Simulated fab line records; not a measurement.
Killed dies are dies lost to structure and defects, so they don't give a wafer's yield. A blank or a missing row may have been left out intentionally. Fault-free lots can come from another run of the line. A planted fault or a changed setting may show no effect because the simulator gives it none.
Matching of chambers :: flow gf180mcu :: GF_V3_CMP_04 on cmp-02: 4 sister chambers
The step polishes SiO2. 14 wafers are shown with their chamber, then 7 later ones without.

## EACH WAFER AND ITS CHAMBER
wafer: L340.2
chamber: 1
motor_current_A (A): 13.0
slurry_flow_ml_min: 150.5
platen_rpm (rpm): 59.98

wafer: L340.3
chamber: 3
motor_current_A (A): 11.3
slurry_flow_ml_min: 150.4
platen_rpm (rpm): 60.04

wafer: L340.5
chamber: 1
motor_current_A (A): 14.9
slurry_flow_ml_min: 150.7
platen_rpm (rpm): 59.97

wafer: L341.4
chamber: 2
motor_current_A (A): 11.6
slurry_flow_ml_min: 148.8
platen_rpm (rpm): 60.04

wafer: L341.5
chamber: 3
motor_current_A (A): 11.7
slurry_flow_ml_min: 150.2
platen_rpm (rpm): 60.00

wafer: L341.6
chamber: 2
motor_current_A (A): 12.3
slurry_flow_ml_min: 150.2
platen_rpm (rpm): 60.00

wafer: L343.1
chamber: 1
motor_current_A (A): 13.8
slurry_flow_ml_min: 150.6
platen_rpm (rpm): 59.97

wafer: L343.3
chamber: 3
motor_current_A (A): 11.3
slurry_flow_ml_min: 150.3
platen_rpm (rpm): 59.98

wafer: L343.5
chamber: 0
motor_current_A (A): 12.1
slurry_flow_ml_min: 150.1
platen_rpm (rpm): 59.96

wafer: L346.2
chamber: 1
motor_current_A (A): 13.7
slurry_flow_ml_min: 150.5
platen_rpm (rpm): 59.94

wafer: L346.3
chamber: 0
motor_current_A (A): 12.0
slurry_flow_ml_min: 149.9
platen_rpm (rpm): 59.98

wafer: L346.6
chamber: 0
motor_current_A (A): 12.7
slurry_flow_ml_min: 149.2
platen_rpm (rpm): 60.02

wafer: L347.1
chamber: 3
motor_current_A (A): 11.7
slurry_flow_ml_min: 150.7
platen_rpm (rpm): 59.99

wafer: L347.2
chamber: 0
motor_current_A (A): 12.1
slurry_flow_ml_min: 149.9
platen_rpm (rpm): 59.99

SIGNATURES, as means of the wafers listed above
reading: motor_current_A
chamber 0: 12.225
chamber 1: 13.850
chamber 2: 11.950
chamber 3: 11.500
scatter within a chamber: 0.506

reading: slurry_flow_ml_min
chamber 0: 149.775
chamber 1: 150.575
chamber 2: 149.500
chamber 3: 150.400
scatter within a chamber: 0.402

reading: platen_rpm
chamber 0: 59.9875
chamber 1: 59.9650
chamber 2: 60.0200
chamber 3: 60.0025
scatter within a chamber: 0.0238
Rule: for a wafer and a chamber, the distance is found by dividing, reading by reading, the gap between the wafer's reading and the chamber's mean by the reading's scatter, squaring, summing and taking the root. If the next closest chamber is less than 2 further off than the closest, the wafer can't be placed; otherwise it belongs to the closest. The scatter is the square root of a quotient: the sum, over the shown wafers, of each reading's squared deviation from its chamber's mean, divided by wafers minus chambers.

## WAFERS WHOSE CHAMBER IS MISSING
wafer: L347.3
motor_current_A (A): 11.8
slurry_flow_ml_min: 150.6
platen_rpm (rpm): 60.00

wafer: L349.2
motor_current_A (A): 11.7
slurry_flow_ml_min: 150.1
platen_rpm (rpm): 59.99

wafer: L349.3
motor_current_A (A): 11.6
slurry_flow_ml_min: 149.6
platen_rpm (rpm): 60.05

wafer: L349.4
motor_current_A (A): 11.8
slurry_flow_ml_min: 149.6
platen_rpm (rpm): 60.02

wafer: L361.1
motor_current_A (A): 14.0
slurry_flow_ml_min: 149.9
platen_rpm (rpm): 59.99

wafer: L361.2
motor_current_A (A): 12.6
slurry_flow_ml_min: 150.0
platen_rpm (rpm): 59.99

wafer: L361.6
motor_current_A (A): 14.2
slurry_flow_ml_min: 150.2
platen_rpm (rpm): 59.98

## WHICH CHAMBER EACH WENT THROUGH
wafer: L347.3
from the rows above: can't be placed: 3 or 0
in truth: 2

wafer: L349.2
from the rows above: can't be placed: 3 or 0 or 2
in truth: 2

wafer: L349.3
from the rows above: can't be placed: 2 or 3 or 0
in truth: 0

wafer: L349.4
from the rows above: can't be placed: 2 or 0 or 3
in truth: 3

wafer: L361.1
from the rows above: can't be placed: 1 or 0
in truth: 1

wafer: L361.2
from the rows above: can't be placed: 0 or 2 or 3
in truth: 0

wafer: L361.6
from the rows above: 1
in truth: 1
Correctly placed: 1 of 7. Not placeable from these rows: 6 (in 5, the candidates include the true chamber). Number placed wrongly: 0.
